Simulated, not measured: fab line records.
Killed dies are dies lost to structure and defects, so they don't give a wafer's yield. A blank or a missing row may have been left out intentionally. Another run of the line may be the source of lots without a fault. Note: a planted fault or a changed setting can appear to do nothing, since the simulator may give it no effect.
A lot that was struck, set against a sound lot :: flow sfq-line :: 42 out of 325 route steps
Sound: these wafers, L207.1, L207.4, L207.5. Struck: wafer L211.5 (left out: L211.3, L211.4 of the same lot, which were not struck); the cause appears at the end.
At each step with rows: each side's tool, then ch and its chambers, then its first start. Under that, the readings that differ: sound wafers :: struck wafers :: difference of the means :: sigmas: that difference in standard deviations of wafers without a fault.
alike: same words and numbers on both sides, and readings whose means sit less than 2 such deviations apart. not compared: any withheld reading, any reading some wafer has no value for, any bound like >300 that may hide the same value, and any number with overlapping values for which the record gives no deviation.
The two part at a step that has a row with sigmas, a row that says differs or no value, or rows on one side only. When numbers do not overlap yet have no deviation, they are printed without sigmas and do not part them. A reading missing from all wafers of one side parts the sides only when that side holds two or more wafers.

first, 6 steps without rows for these wafers: SFQ_TRILAYER_I4_VIA_LITHO_COAT_108 (resist thk 62 nm); SFQ_TRILAYER_I4_VIA_LITHO_COAT_103 (resist thk 650 nm); SFQ_TRILAYER_I4_VIA_LITHO_SOFTBAKE_107; SFQ_TRILAYER_I4_VIA_LITHO_EXPOSE_104 (exposes mask I4, target cd 700 nm); SFQ_TRILAYER_I4_VIA_LITHO_PEB_106 (peb time 60 s); SFQ_TRILAYER_I4_VIA_LITHO_DEVELOP_105 (time 60 s).
SFQ_I4_OVL_MEAS_928:
  sound on overlay-02, day 55 11:05; struck on overlay-01, day 56 17:47
reading: I4_OVL (nm)
sound: 3 6 12
struck: -8
difference: -15
sigmas: -3
then, 1 step without rows for these wafers: SFQ_TRILAYER_I4_VIA_BARC_OPEN_VIA_ETCH_146 (etches BARC in O2, target depth 125 nm, time 41.7 s).
SFQ_TRILAYER_I4_VIA_ETCH_VIA_ETCH_106: etches SiO2 in CHF3, stops on Nb, target depth 260 nm.
  sound on rie-diel-02 ch 0,2,3, day 55 11:09; struck on rie-diel-03 ch 0, day 56 17:51
  alike: drypump-motor-current-A, oes-product-au
then, 3 steps without rows for these wafers: SFQ_TRILAYER_I4_VIA_STRIP_STRIP_107 (strips in O2); SFQ_TRILAYER_I4_VIA_STRIP_SOLV_CLEAN_108 (cleans in NMP, time 600 s); SFQ_TRILAYER_JJ_TRILAYER_DEP_PRE_CLEAN_113 (time 22.5 s).
SFQ_TRILAYER_JJ_TRILAYER_DEP_SPUTTER_109: material Nb, target thk 150 nm, time 100 s.
  sound on pvd-sputter-04, day 55 12:04; struck on pvd-sputter-04, day 56 18:46
reading: cathode-dc-power-W (W)
sound: 1999.8 1999.4 1999.5
struck: 2117.5
difference: +117.9
sigmas: +99 or more

reading: model.Nb_of_TRILAYER_JJ_TRILAYER_DEP_SPUTTER_109.thk-nm (nm)
sound: 150.3 150.6 151.1
struck: 156
difference: +5
sigmas: 
  alike: throttle-valve-pct
SFQ_TRILAYER_JJ_TRILAYER_DEP_SPUTTER_110: material Al, target thk 8 nm, time 10 s.
  sound on pvd-sputter-04, day 55 12:08; struck on pvd-sputter-04, day 56 18:50
  alike: cathode-dc-power-W, throttle-valve-pct
then, 1 step without rows for these wafers: SFQ_TRILAYER_JJ_TRILAYER_DEP_AL_OXIDATION_111 (oxidation time 600 s).
SFQ_TRILAYER_JJ_TRILAYER_DEP_SPUTTER_112: material Nb, target thk 170 nm, time 113.3 s.
  sound on pvd-sputter-04, day 55 13:10; struck on pvd-sputter-04, day 56 19:52
  alike: cathode-dc-power-W, throttle-valve-pct
SFQ_JJ_RS_MEAS_929: a four-point-probe measurement.
  sound on film-metro-03, day 55 13:14; struck on film-metro-04, day 56 19:59
  alike: JJ_NB_RS
then, 6 steps without rows for these wafers: SFQ_TRILAYER_JJ_CE_LITHO_COAT_119 (resist thk 62 nm); SFQ_TRILAYER_JJ_CE_LITHO_COAT_114 (resist thk 600 nm); SFQ_TRILAYER_JJ_CE_LITHO_SOFTBAKE_118; SFQ_TRILAYER_JJ_CE_LITHO_EXPOSE_115 (exposes mask J5, target cd 700 nm); SFQ_TRILAYER_JJ_CE_LITHO_PEB_117 (peb time 60 s); SFQ_TRILAYER_JJ_CE_LITHO_DEVELOP_116 (time 60 s).
SFQ_JJ_OVL_MEAS_931:
  sound on overlay-01, day 55 15:58; struck on overlay-01, day 56 22:45
  alike: J5_OVL
then, 4 steps without rows for these wafers: SFQ_TRILAYER_JJ_CE_METRO_MEASURE_117; SFQ_TRILAYER_JJ_CE_BARC_OPEN_RIE_150 (chemistry O2, target BARC, target depth 240 nm, time 80 s); SFQ_TRILAYER_JJ_CE_ETCH_RIE_118 (chemistry SF6, target Nb, stops on Al2O3, time 97.7 s, target depth 170 nm); SFQ_TRILAYER_JJ_ANODIZE_ANODIZE_119.
SFQ_TRILAYER_JJ_CE_STRIP_STRIP_120: strips in O2.
  sound on rie-metal-03 ch 1, day 55 17:53; struck on rie-metal-02 ch 1, day 57 00:52
  alike: drypump-motor-current-A, oes-product-au, platen-temp-c
  not compared: rf-hours-counter-h
then, 7 steps without rows for these wafers: SFQ_TRILAYER_JJ_CE_STRIP_SOLV_CLEAN_121 (cleans in NMP, time 600 s); SFQ_TRILAYER_M5_LITHO_COAT_128 (resist thk 62 nm); SFQ_TRILAYER_M5_LITHO_COAT_123 (resist thk 600 nm); SFQ_TRILAYER_M5_LITHO_SOFTBAKE_127; SFQ_TRILAYER_M5_LITHO_EXPOSE_124 (exposes mask M5, target cd 700 nm); SFQ_TRILAYER_M5_LITHO_PEB_126 (peb time 60 s); SFQ_TRILAYER_M5_LITHO_DEVELOP_125 (time 60 s).
SFQ_M5_OVL_MEAS_932:
  sound on overlay-01, day 55 20:55; struck on overlay-01, day 57 03:43
  alike: M5_OVL
then, 1 step without rows for these wafers: SFQ_TRILAYER_M5_BARC_OPEN_METAL_ETCH_161 (etches BARC in O2, target depth 125 nm, time 41.7 s).
SFQ_TRILAYER_M5_ETCH_METAL_ETCH_126: etches Nb in Cl2/BCl3, stops on SiO2, time 203.2 s, target depth 265 nm.
  sound on rie-metal-02 ch 0,1, day 55 21:01; struck on rie-metal-03 ch 1, day 57 03:52
reading: oes-product-au (a.u.)
sound: 0.733 0.729 0.737
struck: 0.746
difference: +0.013
sigmas: +2

reading: model.etch.depth-nm (nm)
sound: 150.3 150.6 151.1
struck: 156
difference: +5
sigmas: 

reading: model.M5.feature-depth-nm (nm)
sound: 162.5 163 163.2
struck: 168.4
difference: +5.5
sigmas: 
  alike: drypump-motor-current-A
  not compared: rf-hours-counter-h
SFQ_TRILAYER_M5_STRIP_STRIP_127: strips in O2.
  sound on rie-metal-02 ch 0,1, day 55 21:13; struck on rie-metal-03 ch 1, day 57 04:11
reading: oes-product-au (a.u.)
sound: 0.980 0.993 0.984
struck: 1.008
difference: +0.022
sigmas: +2
  alike: drypump-motor-current-A, platen-temp-c
  not compared: rf-hours-counter-h
then, 1 step without rows for these wafers: SFQ_TRILAYER_M5_STRIP_SOLV_CLEAN_128 (cleans in NMP, time 600 s).
-- the record jumps here: 33 days lie between the struck wafers' starts before and after --
SFQ_M8_BOW_MEAS_951:
  sound on film-metro-02, day 88 23:47; struck on film-metro-03, day 90 00:57
reading: model.etest.m5.ohm-um
sound: 1.696 1.688 1.686
struck: 1.633
difference: -0.057
sigmas: 

reading: model.etest.i4.link-ohm
sound: 2.168 2.169 2.166
struck: 2.132
difference: -0.036
sigmas: 

reading: model.etest.m5.ohm-sq
sound: 1.186 1.184 1.18
struck: 1.143
difference: -0.040
sigmas: 

reading: model.etest.i5.link-ohm
sound: 2.268 2.261 2.264
struck: 2.218
difference: -0.046
sigmas: 
  alike: M8_BOW

WHERE THEY PART
First at SFQ_I4_OVL_MEAS_928; last, within this record, at SFQ_TRILAYER_M5_STRIP_STRIP_127. Later steps at which nothing parts them and some readings are alike: SFQ_M8_BOW_MEAS_951.

WHY: what the simulator had put in
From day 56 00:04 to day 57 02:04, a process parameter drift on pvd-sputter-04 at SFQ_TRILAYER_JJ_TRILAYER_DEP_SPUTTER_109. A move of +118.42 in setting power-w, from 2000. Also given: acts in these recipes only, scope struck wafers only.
